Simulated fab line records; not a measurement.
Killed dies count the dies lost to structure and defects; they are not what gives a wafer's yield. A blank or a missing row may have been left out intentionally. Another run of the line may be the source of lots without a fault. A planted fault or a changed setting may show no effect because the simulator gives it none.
fab line records -- flow sky130
record: lots: 13, wafers: 39, last-day: 50
route steps=708 shown NWELL@60 METAL2@484 CAPM@549 VIA3@594 PAD_OPEN@708
lots untouched by any fault: they come from a run of this same line in which no faults occurred
start-h: hours from the record's first day to the start of the lot's first wafer shown -- wait-h: hours elapsed since this lot's preceding step -- " repeats the value in the row above -- L1.1+2: several wafers, shown together as one row -- - no value present, or no start provided -- * or withheld: withheld -- < > ~ a bound
route shown NAME@n: names a module that has steps shown in the file, with the first one's number in the route -- usual: mean and standard deviation over wafers with no fault -- same: alike in all rows -- chamber/n: place in a boat -- sites: the reading at each site -- _std_site: standard deviation of those values -- _edge_site: outer sites' mean less inner sites' -- radius-mm: for every site, how far away it sits from the centre of the wafer -- mask NAME#n: copy n -- behind: the most recent tool/chamber to have shaped the wafer -- hold: why the lot went on hold/how many hours it stayed there/how the hold came to an end -- device: names the non-switching transistor (n, p or np) -- end of line: the same wafers' tests at the end of the route -- a step without rows: its recipe alone -- killed: dies lost to structure and defects at the first sort, not the wafer's yield -- map: per-die view of a wafer (x killed, . not killed, _ where there is no die)
set.NAME: the setting as run; set.NAME@STEP: as run at that earlier step -- model.NAME: the simulator's own value behind a step, which no gauge read
one table for each step of the route and one row for each wafer, over a sample of lots
services: when a tool's chamber went out of use (start-h, in hours from the record's first day, below 0 if earlier), for how many hours, and the reason
== steps ==
step: SKY_NWELL_EXPOSE_07
recipe: mask-id: NWM, na: 0.6, source-shape: conventional, sigma-outer: 0.6, polarization: unpolarized, target-cd-nm: 840, dose-mj: 255
lot.wafer,tool,chamber,start-h,wait-h,mask
L711.1+2+5,iline-stepper-01,0,77.46,-,NWM#0
L712.2+3+5,iline-stepper-01,0,84.79,-,NWM#0
L715.2+4+6,iline-stepper-02,0,100.19,-,NWM#0
L719.1+2+5,iline-stepper-01,0,122.34,-,NWM#0
L721.1+3+5,iline-stepper-01,0,134.77,-,NWM#0
L723.2+5+6,iline-stepper-01,0,147.28,-,NWM_R1#0
L727.1+2+6,iline-stepper-01,0,174.18,-,NWM#0
L728.1+2+3,iline-stepper-01,0,175.94,-,NWM#0
L729.1+3+4,iline-stepper-01,0,179.48,-,NWM#0
L731.2+3+5,iline-stepper-01,0,189.43,-,NWM#0
L733.1+3+5,iline-stepper-01,0,202.83,-,NWM#0
L732.1+2+4,iline-stepper-01,0,203.19,-,NWM#0
L734.1+4+6,iline-stepper-01,0,212.39,-,NWM#0
step: SKY_METAL2_SPUTTER_01
recipe: material: TiN, target-thk-nm: 20, power-w: 6500, time-s: 16.7, chamber-pressure-pa: 0.4
usual: throttle-valve-pct: 29.8/1.1
lot.wafer,tool,chamber,start-h,wait-h,throttle-valve-pct
L711.1,pvd-sputter-04,-,781.79,0.0,30.4
L711.2,pvd-sputter-04,-,781.79,0.0,30.8
L711.5,pvd-sputter-04,-,781.79,0.0,29.4
L712.2,pvd-sputter-04,-,792.61,0.0,29.3
L712.3,pvd-sputter-04,-,792.61,0.0,29.3
L712.5,pvd-sputter-04,-,792.61,0.0,29.4
L715.2,pvd-sputter-01,-,822.01,0.0,31.1
L715.4,pvd-sputter-01,-,822.01,0.0,30.3
L715.6,pvd-sputter-01,-,822.01,0.0,31.1
L719.1,pvd-sputter-04,-,849.72,0.0,29.7
L719.2,pvd-sputter-04,-,849.72,0.0,29.5
L719.5,pvd-sputter-04,-,849.72,0.0,31.0
L721.1,pvd-sputter-02,-,868.76,0.0,29.3
L721.3,pvd-sputter-02,-,868.76,0.0,28.3
L721.5,pvd-sputter-02,-,868.76,0.0,31.8
L723.2,pvd-sputter-01,-,882.20,0.0,28.7
L723.5,pvd-sputter-01,-,882.20,0.0,30.2
L723.6,pvd-sputter-01,-,882.20,0.0,28.7
L727.1,pvd-sputter-02,-,914.90,0.0,29.4
L727.2,pvd-sputter-02,-,914.90,0.0,28.9
L727.6,pvd-sputter-02,-,914.90,0.0,29.0
L728.1,pvd-sputter-02,-,917.57,0.0,28.4
L728.2,pvd-sputter-02,-,917.57,0.0,31.6
L728.3,pvd-sputter-02,-,917.57,0.0,29.2
L729.1,pvd-sputter-02,-,919.72,0.0,29.3
L729.3,pvd-sputter-02,-,919.72,0.0,28.8
L729.4,pvd-sputter-02,-,919.72,0.0,28.3
L731.2,pvd-sputter-01,-,938.70,0.0,31.0
L731.3,pvd-sputter-01,-,938.70,0.0,28.8
L731.5,pvd-sputter-01,-,938.70,0.0,30.7
L733.1,pvd-sputter-04,-,945.92,0.0,30.7
L733.3,pvd-sputter-04,-,945.92,0.0,29.5
L733.5,pvd-sputter-04,-,945.92,0.0,30.8
L732.1,pvd-sputter-04,-,952.45,0.0,29.4
L732.2,pvd-sputter-04,-,952.45,0.0,30.7
L732.4,pvd-sputter-04,-,952.45,0.0,29.7
L734.1,pvd-sputter-01,-,961.03,0.0,30.9
L734.4,pvd-sputter-01,-,961.03,0.0,28.8
L734.6,pvd-sputter-01,-,961.03,0.0,29.7
step: SKY_CAPM_OVL_MEAS_12
usual: CAPM_OVL: -0.3/1.3
lot.wafer,tool,chamber,start-h,wait-h,CAPM_OVL[nm]
L711.1,overlay-01,-,864.07,0.1,-0.8
L711.2,overlay-01,-,864.07,0.1,1.6
L711.5,overlay-01,-,864.07,0.1,-0.7
L712.2,overlay-02,-,875.33,0.1,-0.2
L712.3,overlay-02,-,875.33,0.1,-1.2
L712.5,overlay-02,-,875.33,0.1,-1.4
L715.2,overlay-01,-,905.19,0.1,-0.4
L715.4,overlay-01,-,905.19,0.1,-0.1
L715.6,overlay-01,-,905.19,0.1,1.1
L719.1,overlay-02,-,927.73,0.1,-1.7
L719.2,overlay-02,-,927.73,0.1,-1.4
L719.5,overlay-02,-,927.73,0.1,0.2
L721.1,overlay-01,-,947.57,0.1,-0.1
L721.3,overlay-01,-,947.57,0.1,-0.6
L721.5,overlay-01,-,947.57,0.1,-0.7
L723.2,overlay-01,-,959.54,0.1,-0.3
L723.5,overlay-01,-,959.54,0.1,1.2
L723.6,overlay-01,-,959.54,0.1,-0.3
L727.1,overlay-02,-,991.08,0.1,-1.3
L727.2,overlay-02,-,991.08,0.1,-1.5
L727.6,overlay-02,-,991.08,0.1,-2.5
L728.1,overlay-02,-,993.87,0.1,-0.3
L728.2,overlay-02,-,993.87,0.1,0.3
L728.3,overlay-02,-,993.87,0.1,-0.4
L729.1,overlay-02,-,996.03,0.1,-0.5
L729.3,overlay-02,-,996.03,0.1,-2.7
L729.4,overlay-02,-,996.03,0.1,0.5
L731.2,overlay-02,-,1013.29,0.1,2.0
L731.3,overlay-02,-,1013.29,0.1,0.9
L731.5,overlay-02,-,1013.29,0.1,1.2
L733.1,overlay-01,-,1020.68,0.1,1.7
L733.3,overlay-01,-,1020.68,0.1,0.6
L733.5,overlay-01,-,1020.68,0.1,0.4
L732.1,overlay-01,-,1027.02,0.1,-1.7
L732.2,overlay-01,-,1027.02,0.1,-1.2
L732.4,overlay-01,-,1027.02,0.1,-1.0
L734.1,overlay-02,-,1035.02,0.1,-0.1
L734.4,overlay-02,-,1035.02,0.1,-0.5
L734.6,overlay-02,-,1035.02,0.1,-0.4
step: SKY_VIA3_CVD_21
recipe: material: W, target-thk-nm: 390, time-s: 117.31, temp-c: 400, pressure-torr: 40
usual: heater-power-w: 901/79, susceptor-temp-C: 400.03/0.2
lot.wafer,tool,chamber,start-h,wait-h,heater-power-w,since-wet-clean-h,susceptor-temp-C
L711.1,cvd-w-01,0,916.58,0.0,777,513,400.13
L711.2,cvd-w-01,1,916.58,0.0,876,513,400.10
L711.5,cvd-w-01,1,916.58,0.0,856,-,400.05
L712.2,cvd-w-02,1,928.79,0.0,978,11,399.71
L712.3,cvd-w-02,0,928.79,0.0,907,-,400.46
L712.5,cvd-w-02,1,928.79,0.0,1007,-,399.88
L715.2,cvd-w-01,1,956.81,0.0,870,553,399.95
L715.4,cvd-w-01,0,956.81,0.0,769,-,400.32
L715.6,cvd-w-01,0,956.81,0.0,768,-,400.25
L719.1,cvd-w-02,1,978.63,0.0,956,61,399.96
L719.2,cvd-w-02,0,978.63,0.0,918,61,400.01
L719.5,cvd-w-02,1,978.63,0.0,984,-,399.91
L721.1,cvd-w-02,0,998.63,0.0,926,81,400.30
L721.3,cvd-w-02,0,998.63,0.0,924,-,400.36
L721.5,cvd-w-02,0,998.63,0.0,926,-,400.02
L723.2,cvd-w-01,0,1009.63,0.0,744,606,400.09
L723.5,cvd-w-01,1,1009.63,0.0,859,-,400.13
L723.6,cvd-w-01,0,1009.63,0.0,768,-,399.59
L727.1,cvd-w-02,0,1040.18,0.0,912,122,400.04
L727.2,cvd-w-02,1,1040.18,0.0,996,122,399.84
L727.6,cvd-w-02,1,1040.18,0.0,972,-,400.11
L728.1,cvd-w-02,0,1042.78,0.0,915,125,400.17
L728.2,cvd-w-02,1,1042.78,0.0,976,125,399.98
L728.3,cvd-w-02,0,1042.78,0.0,926,-,400.19
L729.1,cvd-w-02,1,1045.02,0.0,1008,127,400.20
L729.3,cvd-w-02,1,1045.02,0.0,1018,-,400.30
L729.4,cvd-w-02,0,1045.02,0.0,931,-,399.81
L731.2,cvd-w-02,0,1061.30,0.0,936,143,399.81
L731.3,cvd-w-02,0,1061.30,0.0,932,-,399.87
L731.5,cvd-w-02,0,1061.30,0.0,936,-,400.02
L733.1,cvd-w-02,0,1067.95,0.0,909,150,400.02
L733.3,cvd-w-02,0,1067.95,0.0,938,-,399.72
L733.5,cvd-w-02,1,1067.95,0.0,993,-,400.29
L732.1,cvd-w-02,1,1074.56,0.0,988,157,400.30
L732.2,cvd-w-02,0,1074.56,0.0,933,157,399.97
L732.4,cvd-w-02,0,1074.56,0.0,943,-,399.70
L734.1,cvd-w-01,1,1081.25,0.0,843,677,399.81
L734.4,cvd-w-01,0,1081.25,0.0,753,-,399.92
L734.6,cvd-w-01,1,1081.25,0.0,883,-,399.98
step: SKY_PAD_OPEN_PROBE_99
usual: killed_at_M0_to_M3: 44/7.2, killed_at_M4_up: 3.0/1.9, killed-at-contacts: 25/4.8, killed-at-front-end: 16/4.2, killed-at-other: 0.2/0.44, killed-dies: 88/9.3, killed-on-rim: 17/3.6, killed-open: 48/7.1, killed-short: 40/6.5
same: gross-dies: 492, killed-at-back-side: 0
lot.wafer,tool,chamber,start-h,wait-h,killed_at_M0_to_M3,killed_at_M4_up,killed-at-contacts,killed-at-front-end,killed-at-other,killed-dies,killed-on-rim,killed-open,killed-short
L721.1,prober-02,-,1133.49,0.1,41,6,32,6,1,86,17,47,39
L721.3,prober-02,-,1133.59,0.2,43,2,22,9,0,76,14,35,41
L721.5,prober-02,-,1133.69,0.2,45,2,35,13,0,95,19,57,38
L727.1,prober-02,-,1166.15,0.1,34,7,24,16,2,83,13,38,45
L727.2,prober-02,-,1166.20,0.1,41,6,31,7,0,85,14,41,44
L727.6,prober-02,-,1166.40,0.2,55,1,27,14,0,97,15,59,38
killed by level:class
L721.1 CONTACT:geometric-particle:open=11 CONTACT:geometric-particle:short=9 VIA1:geometric-particle:open=8 VIA3:geometric-particle:open=8 VIA2:geometric-particle:open=7 LI_CONTACT:geometric-particle:open=6 LOCAL_INTERCONNECT:geometric-particle:short=4 METAL1:geometric-particle:short=4
L721.3 CONTACT:geometric-particle:open=9 VIA1:geometric-particle:open=9 METAL1:geometric-particle:short=7 LOCAL_INTERCONNECT:geometric-particle:short=5 VIA3:geometric-particle:short=4 VIA1:geometric-particle:short=4 METAL2:geometric-particle:short=4 VIA2:geometric-particle:open=4
L721.5 LI_CONTACT:geometric-particle:open=11 VIA3:geometric-particle:open=9 CONTACT:geometric-particle:open=9 VIA1:geometric-particle:open=9 LI_CONTACT:geometric-particle:short=6 METAL1:geometric-particle:short=6 METAL2:geometric-particle:short=6 VIA2:geometric-particle:open=6
L727.1 CONTACT:geometric-particle:open=9 METAL1:geometric-particle:short=7 VIA1:geometric-particle:open=6 FIELD_ISO:geometric-particle:open=5 POLY_GATE:geometric-particle:short=4 METAL4:geometric-particle:short=4 LOCAL_INTERCONNECT:geometric-particle:short=4 CONTACT:geometric-particle:short=4
L727.2 CONTACT:geometric-particle:open=11 CONTACT:geometric-particle:short=9 VIA2:geometric-particle:open=8 LI_CONTACT:geometric-particle:open=5 METAL1:geometric-particle:short=5 VIA1:geometric-particle:open=5 METAL3:geometric-particle:short=5 VIA2:geometric-particle:short=4
L727.6 VIA1:geometric-particle:open=14 CONTACT:geometric-particle:open=12 LI_CONTACT:geometric-particle:open=7 VIA2:geometric-particle:open=7 METAL2:geometric-particle:short=7 METAL1:geometric-particle:short=6 VIA1:geometric-particle:short=5 VIA3:geometric-particle:open=5
== services ==
tool,chamber,start-h,hours,kind
cvd-w-02,1,72.04,9.9,repair
cvd-w-02,-,97.28,2.6,repair
iline-stepper-01,-,169.74,4.4,pm
cvd-w-02,-,259.73,0.8,repair
iline-stepper-01,-,260.90,2.1,pm
iline-stepper-01,-,271.15,1.7,pm
cvd-w-02,-,285.21,2.3,repair
cvd-w-02,-,303.02,2.8,pm
iline-stepper-01,-,330.54,1.8,repair
cvd-w-02,-,338.88,4.3,pm
iline-stepper-01,-,404.98,1.9,repair
iline-stepper-01,-,465.29,3.4,repair
iline-stepper-01,-,490.47,1.7,pm
iline-stepper-01,-,506.33,15.1,repair
cvd-w-02,-,551.50,14.6,pm
cvd-w-02,-,570.89,6.9,pm
iline-stepper-01,-,580.04,7.6,repair
iline-stepper-01,-,597.45,2.2,repair
iline-stepper-01,-,707.41,1.7,pm
cvd-w-02,-,726.98,0.7,repair
cvd-w-02,-,787.63,28.1,pm
cvd-w-02,-,904.00,14.0,pm
cvd-w-02,-,914.44,1.3,repair
iline-stepper-01,-,925.61,1.7,pm
== key ==
first-sign: step: SKY_NWELL_EXPOSE_07, reading: mask, direction: changed
effect none on later readings
met-at SKY_NWELL_EXPOSE_07
struck-lots L723
tester-left-out L723
not-acting-at SKY_METAL2_SPUTTER_01,SKY_CAPM_OVL_MEAS_12,SKY_VIA3_CVD_21
onset-between 134.77 147.28
fault: kind: wrong-mask, tool: any, chamber: -, onset-h: 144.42, steps: SKY_NWELL_EXPOSE_07, aux-copy: NWM_R1#0, cd-offset-nm: -101, scope: struck-lots-only
tester-left-out: of these lots the tester's yield and bins aren't shown, on N5 and GAA mostly nor the transistor test; their killed dies are dies lost to structure and defects alone, not to doping, threshold or leakage, so they don't give the yield
